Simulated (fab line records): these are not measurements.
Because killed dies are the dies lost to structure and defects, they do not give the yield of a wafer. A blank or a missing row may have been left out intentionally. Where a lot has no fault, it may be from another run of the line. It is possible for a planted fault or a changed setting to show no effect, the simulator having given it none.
The tool behind it: which one? || flow sky130 || Sampling: 12 lots, 35 wafers, 5 of 708 route steps

== WHAT THE GAUGES SHOWED, per wafer ==
No reading from a measuring or inspecting step in the record can be judged against a usual standard deviation.

== WHAT TOOL EACH LOT RAN ON (gives the tool, then ch and the chambers of the sampled wafers, and finally the start) ==
{"lot": "L296", "SKY_VIA4_ETCH_12": "rie_diel-01 ch 1,2, day 43 05:56", "SKY_METAL5_SPUTTER_00": "pvd_sputter-01, day 43 07:18", "SKY_PASSIVATION_ETCH_11": "rie_diel-01 ch 1,2,3, day 45 05:27", "SKY_PAD_OPEN_STRIP_08": "plasma_asher-04 ch 0,1, day 46 03:31", "SKY_PAD_OPEN_PROBE_99": "-"}
{"lot": "L297", "SKY_VIA4_ETCH_12": "rie_diel-02 ch 0,2,3, day 43 10:03", "SKY_METAL5_SPUTTER_00": "pvd_sputter-03, day 43 11:25", "SKY_PASSIVATION_ETCH_11": "rie_diel-01 ch 0,1,2, day 45 08:13", "SKY_PAD_OPEN_STRIP_08": "plasma_asher-01 ch 0,1, day 46 06:04", "SKY_PAD_OPEN_PROBE_99": "-"}
{"lot": "L299", "SKY_VIA4_ETCH_12": "rie_diel-01 ch 0,2,3, day 44 07:09", "SKY_METAL5_SPUTTER_00": "pvd_sputter-03, day 44 08:31", "SKY_PASSIVATION_ETCH_11": "rie_diel-01 ch 1,2, day 46 04:55", "SKY_PAD_OPEN_STRIP_08": "plasma_asher-01 ch 0,1, day 47 01:46", "SKY_PAD_OPEN_PROBE_99": "prober-01, day 47 04:02"}
{"lot": "L300", "SKY_VIA4_ETCH_12": "rie_diel-01 ch 0,2, day 44 11:44", "SKY_METAL5_SPUTTER_00": "pvd_sputter-03, day 44 13:05", "SKY_PASSIVATION_ETCH_11": "rie_diel-04 ch 0,2,3, day 46 09:16", "SKY_PAD_OPEN_STRIP_08": "plasma_asher-02 ch 0,1, day 47 05:10", "SKY_PAD_OPEN_PROBE_99": "-"}
{"lot": "L301", "SKY_VIA4_ETCH_12": "rie_diel-03 ch 1,2,3, day 44 12:02", "SKY_METAL5_SPUTTER_00": "pvd_sputter-01, day 44 13:23", "SKY_PASSIVATION_ETCH_11": "rie_diel-02 ch 1,3, day 46 10:13", "SKY_PAD_OPEN_STRIP_08": "plasma_asher-01 ch 0,1, day 47 05:34", "SKY_PAD_OPEN_PROBE_99": "-"}
{"lot": "L302", "SKY_VIA4_ETCH_12": "rie_diel-03 ch 0,2,3, day 44 21:24", "SKY_METAL5_SPUTTER_00": "pvd_sputter-04, day 44 22:46", "SKY_PASSIVATION_ETCH_11": "rie_diel-01 ch 0,1,3, day 46 19:09", "SKY_PAD_OPEN_STRIP_08": "plasma_asher-01 ch 0,1, day 47 15:31", "SKY_PAD_OPEN_PROBE_99": "-"}
{"lot": "L304", "SKY_VIA4_ETCH_12": "rie_diel-02 ch 0,3, day 45 11:15", "SKY_METAL5_SPUTTER_00": "pvd_sputter-04, day 45 12:37", "SKY_PASSIVATION_ETCH_11": "rie_diel-04 ch 0,1, day 47 06:46", "SKY_PAD_OPEN_STRIP_08": "plasma_asher-04 ch 0,1, day 48 02:10", "SKY_PAD_OPEN_PROBE_99": "-"}
{"lot": "L305", "SKY_VIA4_ETCH_12": "rie_diel-01 ch 0,2,3, day 45 17:59", "SKY_METAL5_SPUTTER_00": "pvd_sputter-03, day 45 19:23", "SKY_PASSIVATION_ETCH_11": "rie_diel-04 ch 0,1, day 47 14:57", "SKY_PAD_OPEN_STRIP_08": "plasma_asher-04 ch 0,1, day 48 09:34", "SKY_PAD_OPEN_PROBE_99": "-"}
{"lot": "L306", "SKY_VIA4_ETCH_12": "rie_diel-01 ch 0,1,2, day 45 21:29", "SKY_METAL5_SPUTTER_00": "pvd_sputter-03, day 45 22:52", "SKY_PASSIVATION_ETCH_11": "rie_diel-02 ch 0,1, day 47 17:21", "SKY_PAD_OPEN_STRIP_08": "plasma_asher-01 ch 0, day 48 12:01", "SKY_PAD_OPEN_PROBE_99": "-"}
{"lot": "L310", "SKY_VIA4_ETCH_12": "rie_diel-02 ch 1,2,3, day 47 12:32", "SKY_METAL5_SPUTTER_00": "pvd_sputter-03, day 47 13:55", "SKY_PASSIVATION_ETCH_11": "rie_diel-02 ch 0,3, day 49 03:31", "SKY_PAD_OPEN_STRIP_08": "plasma_asher-01 ch 0,1, day 49 21:55", "SKY_PAD_OPEN_PROBE_99": "prober-01, day 50 00:13"}
{"lot": "L316", "SKY_VIA4_ETCH_12": "rie_diel-02 ch 0,2, day 48 13:06", "SKY_METAL5_SPUTTER_00": "pvd_sputter-03, day 48 14:58", "SKY_PASSIVATION_ETCH_11": "rie_diel-04 ch 0,2, day 50 04:28", "SKY_PAD_OPEN_STRIP_08": "plasma_asher-01 ch 1, day 50 19:55", "SKY_PAD_OPEN_PROBE_99": "prober-02, day 50 22:11"}
{"lot": "L318", "SKY_VIA4_ETCH_12": "rie_diel-03 ch 1,2, day 48 19:57", "SKY_METAL5_SPUTTER_00": "pvd_sputter-01, day 48 21:19", "SKY_PASSIVATION_ETCH_11": "rie_diel-04 ch 1,2, day 50 10:07", "SKY_PAD_OPEN_STRIP_08": "plasma_asher-04 ch 0,1, day 51 01:31", "SKY_PAD_OPEN_PROBE_99": "-"}
- SKY_VIA4_ETCH_12: etches SiO2 in C4F8/O2/Ar, stops on TiN, target depth 580 nm.
- SKY_METAL5_SPUTTER_00: material Ti, target thk 15 nm, time 10 s.
- SKY_PASSIVATION_ETCH_11: etches the open film in CF4/O2, stops on AlCu, target depth 725 nm, time 161.1 s.
- SKY_PAD_OPEN_STRIP_08: strips in O2/N2.
- SKY_PAD_OPEN_PROBE_99

== AS READ BY THE TOOLS THEMSELVES (means over the sampled wafers that have a number; for cases with no such wafer, the mark the record gives instead) ==
SKY_VIA4_ETCH_12. Usual: 0.926 a.u. for oes_product_au, sd 0.0046.
{"lot": "L296", "tool": "rie_diel-01", "oes_product_au (a.u.)": 0.925, "flag": ""}
{"lot": "L297", "tool": "rie_diel-02", "oes_product_au (a.u.)": 0.927, "flag": ""}
{"lot": "L299", "tool": "rie_diel-01", "oes_product_au (a.u.)": 0.927, "flag": ""}
{"lot": "L300", "tool": "rie_diel-01", "oes_product_au (a.u.)": 0.920, "flag": ""}
{"lot": "L301", "tool": "rie_diel-03", "oes_product_au (a.u.)": 0.926, "flag": ""}
{"lot": "L302", "tool": "rie_diel-03", "oes_product_au (a.u.)": 0.928, "flag": ""}
{"lot": "L304", "tool": "rie_diel-02", "oes_product_au (a.u.)": 0.924, "flag": ""}
{"lot": "L305", "tool": "rie_diel-01", "oes_product_au (a.u.)": 0.925, "flag": ""}
{"lot": "L306", "tool": "rie_diel-01", "oes_product_au (a.u.)": 0.929, "flag": ""}
{"lot": "L310", "tool": "rie_diel-02", "oes_product_au (a.u.)": 0.930, "flag": ""}
{"lot": "L316", "tool": "rie_diel-02", "oes_product_au (a.u.)": 0.933, "flag": ""}
{"lot": "L318", "tool": "rie_diel-03", "oes_product_au (a.u.)": 0.927, "flag": ""}

SKY_METAL5_SPUTTER_00. Usual: 29.1 % for throttle_valve_pct, sd 0.54.
{"lot": "L296", "tool": "pvd_sputter-01", "throttle_valve_pct (%)": 28.7, "flag": ""}
{"lot": "L297", "tool": "pvd_sputter-03", "throttle_valve_pct (%)": 29.2, "flag": ""}
{"lot": "L299", "tool": "pvd_sputter-03", "throttle_valve_pct (%)": 29.0, "flag": ""}
{"lot": "L300", "tool": "pvd_sputter-03", "throttle_valve_pct (%)": 29.2, "flag": ""}
{"lot": "L301", "tool": "pvd_sputter-01", "throttle_valve_pct (%)": 29.2, "flag": ""}
{"lot": "L302", "tool": "pvd_sputter-04", "throttle_valve_pct (%)": 29.0, "flag": ""}
{"lot": "L304", "tool": "pvd_sputter-04", "throttle_valve_pct (%)": 29.6, "flag": ""}
{"lot": "L305", "tool": "pvd_sputter-03", "throttle_valve_pct (%)": 28.9, "flag": ""}
{"lot": "L306", "tool": "pvd_sputter-03", "throttle_valve_pct (%)": 29.0, "flag": ""}
{"lot": "L310", "tool": "pvd_sputter-03", "throttle_valve_pct (%)": 28.8, "flag": ""}
{"lot": "L316", "tool": "pvd_sputter-03", "throttle_valve_pct (%)": 29.6, "flag": ""}
{"lot": "L318", "tool": "pvd_sputter-01", "throttle_valve_pct (%)": 29.4, "flag": ""}

SKY_PASSIVATION_ETCH_11. Usual: drypump_motor_current_A 5.6 A, standard deviation 0.42; oes_product_au 0.978 a.u., standard deviation 0.009; throttle_valve_pct 5.964 %, standard deviation 0.0097.
{"lot": "L296", "tool": "rie_diel-01", "drypump_motor_current_A (A)": 5.5, "oes_product_au (a.u.)": 0.978, "throttle_valve_pct (%)": 5.968, "flag": ""}
{"lot": "L297", "tool": "rie_diel-01", "drypump_motor_current_A (A)": 5.6, "oes_product_au (a.u.)": 0.976, "throttle_valve_pct (%)": 5.966, "flag": ""}
{"lot": "L299", "tool": "rie_diel-01", "drypump_motor_current_A (A)": 5.6, "oes_product_au (a.u.)": 0.992, "throttle_valve_pct (%)": 5.975, "flag": ""}
{"lot": "L300", "tool": "rie_diel-04", "drypump_motor_current_A (A)": 5.8, "oes_product_au (a.u.)": 0.967, "throttle_valve_pct (%)": 5.956, "flag": ""}
{"lot": "L301", "tool": "rie_diel-02", "drypump_motor_current_A (A)": 5.9, "oes_product_au (a.u.)": 0.973, "throttle_valve_pct (%)": 5.974, "flag": ""}
{"lot": "L302", "tool": "rie_diel-01", "drypump_motor_current_A (A)": 5.2, "oes_product_au (a.u.)": 0.976, "throttle_valve_pct (%)": 5.957, "flag": ""}
{"lot": "L304", "tool": "rie_diel-04", "drypump_motor_current_A (A)": 5.9, "oes_product_au (a.u.)": 0.984, "throttle_valve_pct (%)": 5.958, "flag": ""}
{"lot": "L305", "tool": "rie_diel-04", "drypump_motor_current_A (A)": 5.9, "oes_product_au (a.u.)": 0.980, "throttle_valve_pct (%)": 5.972, "flag": ""}
{"lot": "L306", "tool": "rie_diel-02", "drypump_motor_current_A (A)": 5.5, "oes_product_au (a.u.)": 0.979, "throttle_valve_pct (%)": 5.971, "flag": ""}
{"lot": "L310", "tool": "rie_diel-02", "drypump_motor_current_A (A)": 5.8, "oes_product_au (a.u.)": 0.969, "throttle_valve_pct (%)": 5.960, "flag": ""}
{"lot": "L316", "tool": "rie_diel-04", "drypump_motor_current_A (A)": 5.6, "oes_product_au (a.u.)": 0.974, "throttle_valve_pct (%)": 5.960, "flag": ""}
{"lot": "L318", "tool": "rie_diel-04", "drypump_motor_current_A (A)": 5.4, "oes_product_au (a.u.)": 0.978, "throttle_valve_pct (%)": 5.967, "flag": ""}

SKY_PAD_OPEN_STRIP_08. Usual: drypump_motor_current_A 5.7 A, standard deviation 0.46; oes_product_au 0.663 a.u., standard deviation 0.0042; strip_time_to_endpoint_s 37.11 s, standard deviation 0.11.
{"lot": "L296", "tool": "plasma_asher-04", "drypump_motor_current_A (A)": 5.6, "oes_product_au (a.u.)": 0.664, "strip_time_to_endpoint_s (s)": 36.96, "flag": ""}
{"lot": "L297", "tool": "plasma_asher-01", "drypump_motor_current_A (A)": 5.7, "oes_product_au (a.u.)": 0.661, "strip_time_to_endpoint_s (s)": 37.03, "flag": ""}
{"lot": "L299", "tool": "plasma_asher-01", "drypump_motor_current_A (A)": 5.6, "oes_product_au (a.u.)": 0.665, "strip_time_to_endpoint_s (s)": 37.09, "flag": ""}
{"lot": "L300", "tool": "plasma_asher-02", "drypump_motor_current_A (A)": 6.4, "oes_product_au (a.u.)": 0.664, "strip_time_to_endpoint_s (s)": 37.16, "flag": ""}
{"lot": "L301", "tool": "plasma_asher-01", "drypump_motor_current_A (A)": 5.4, "oes_product_au (a.u.)": 0.664, "strip_time_to_endpoint_s (s)": 37.19, "flag": ""}
{"lot": "L302", "tool": "plasma_asher-01", "drypump_motor_current_A (A)": 5.4, "oes_product_au (a.u.)": 0.660, "strip_time_to_endpoint_s (s)": 37.16, "flag": ""}
{"lot": "L304", "tool": "plasma_asher-04", "drypump_motor_current_A (A)": 5.6, "oes_product_au (a.u.)": 0.661, "strip_time_to_endpoint_s (s)": 37.15, "flag": ""}
{"lot": "L305", "tool": "plasma_asher-04", "drypump_motor_current_A (A)": 5.8, "oes_product_au (a.u.)": 0.661, "strip_time_to_endpoint_s (s)": 37.06, "flag": ""}
{"lot": "L306", "tool": "plasma_asher-01", "drypump_motor_current_A (A)": 5.9, "oes_product_au (a.u.)": 0.657, "strip_time_to_endpoint_s (s)": 37.03, "flag": ""}
{"lot": "L310", "tool": "plasma_asher-01", "drypump_motor_current_A (A)": 5.4, "oes_product_au (a.u.)": 0.665, "strip_time_to_endpoint_s (s)": 36.98, "flag": ""}
{"lot": "L316", "tool": "plasma_asher-01", "drypump_motor_current_A (A)": 5.2, "oes_product_au (a.u.)": 0.667, "strip_time_to_endpoint_s (s)": 37.09, "flag": ""}
{"lot": "L318", "tool": "plasma_asher-04", "drypump_motor_current_A (A)": 5.6, "oes_product_au (a.u.)": 0.658, "strip_time_to_endpoint_s (s)": 37.23, "flag": ""}

SKY_PAD_OPEN_PROBE_99. Usual: defect_limited_yield 82.4 %, standard deviation 1.9; killed_at_M0_to_M3 44, standard deviation 6.5; killed_at_M4_up 2.9, standard deviation 1.7; killed_at_contacts 24, standard deviation 5.7; killed_at_front_end 16, standard deviation 4.4; killed_at_other 0.2, standard deviation 0.48; killed_dies 87, standard deviation 9.6; killed_open 48, standard deviation 6.7; killed_short 38, standard deviation 6.2; sort_bin_3_pad_short 0.8 %, standard deviation 0.39; sort_bin_5_function 10.5 %, standard deviation 1.6; sort_bin_6_memory 6.4 %, standard deviation 1; sort_n_pass 405, standard deviation 9.5; sort_yield_pct 82.3 %, standard deviation 1.9.
{"lot": "L299", "tool": "prober-01", "defect_limited_yield (%)": 83.3, "killed_at_M0_to_M3": 39, "killed_at_M4_up": 1.0, "killed_at_contacts": 25, "killed_at_front_end": 16, "killed_at_other": 0.7, "killed_dies": 82, "killed_open": 46, "killed_short": 35, "sort_bin_3_pad_short (%)": 0.7, "sort_bin_5_function (%)": 10.2, "sort_bin_6_memory (%)": 5.8, "sort_n_pass": 410, "sort_yield_pct (%)": 83.3, "flag": ""}
{"lot": "L310", "tool": "prober-01", "defect_limited_yield (%)": 81.9, "killed_at_M0_to_M3": 44, "killed_at_M4_up": 3.0, "killed_at_contacts": 22, "killed_at_front_end": 20, "killed_at_other": 0.3, "killed_dies": 89, "killed_open": 49, "killed_short": 40, "sort_bin_3_pad_short (%)": 0.6, "sort_bin_5_function (%)": 10.7, "sort_bin_6_memory (%)": 6.8, "sort_n_pass": 403, "sort_yield_pct (%)": 81.9, "flag": ""}
{"lot": "L316", "tool": "prober-02", "defect_limited_yield (%)": 78.2, "killed_at_M0_to_M3": 48, "killed_at_M4_up": 19.0, "killed_at_contacts": 20, "killed_at_front_end": 20, "killed_at_other": 0.5, "killed_dies": 108, "killed_open": 56, "killed_short": 36, "sort_bin_3_pad_short (%)": 1.6, "sort_bin_5_function (%)": 13.4, "sort_bin_6_memory (%)": 6.9, "sort_n_pass": 384, "sort_yield_pct (%)": 78.2, "flag": "OFF"}

== THE ANSWER, worked out from the rows above alone ==
Rule: lot off if the mean of its wafers having a number is beyond 3 standard deviations from the usual mean. A lot without any number at a reading at which 4 lots or more have one is off too. The other lots that the step has rows for count as sound. The gauges are gone through in route order, then the tools' own readings, and for those a lot's mean is taken as printed above. At the first step where some lot is off, the reading lying furthest off is the one used; lots without a number count as furthest.
Off, at SKY_PAD_OPEN_PROBE_99 on killed_at_M4_up: L316. Neither off nor sound, because the step has no rows for them: L296, L297, L300, L301, L302, L304, L305, L306, L318.
A tool fits if, at that step or a process step before it, it ran every lot that is off, and no sound lot after the first of them. Can't be told from this: 5 tools fit, rie_diel-02 at SKY_VIA4_ETCH_12, pvd_sputter-03 at SKY_METAL5_SPUTTER_00, rie_diel-04 at SKY_PASSIVATION_ETCH_11, plasma_asher-01 at SKY_PAD_OPEN_STRIP_08, prober-02 at SKY_PAD_OPEN_PROBE_99.

== WHAT WAS PUT IN BY THE SIMULATOR ==
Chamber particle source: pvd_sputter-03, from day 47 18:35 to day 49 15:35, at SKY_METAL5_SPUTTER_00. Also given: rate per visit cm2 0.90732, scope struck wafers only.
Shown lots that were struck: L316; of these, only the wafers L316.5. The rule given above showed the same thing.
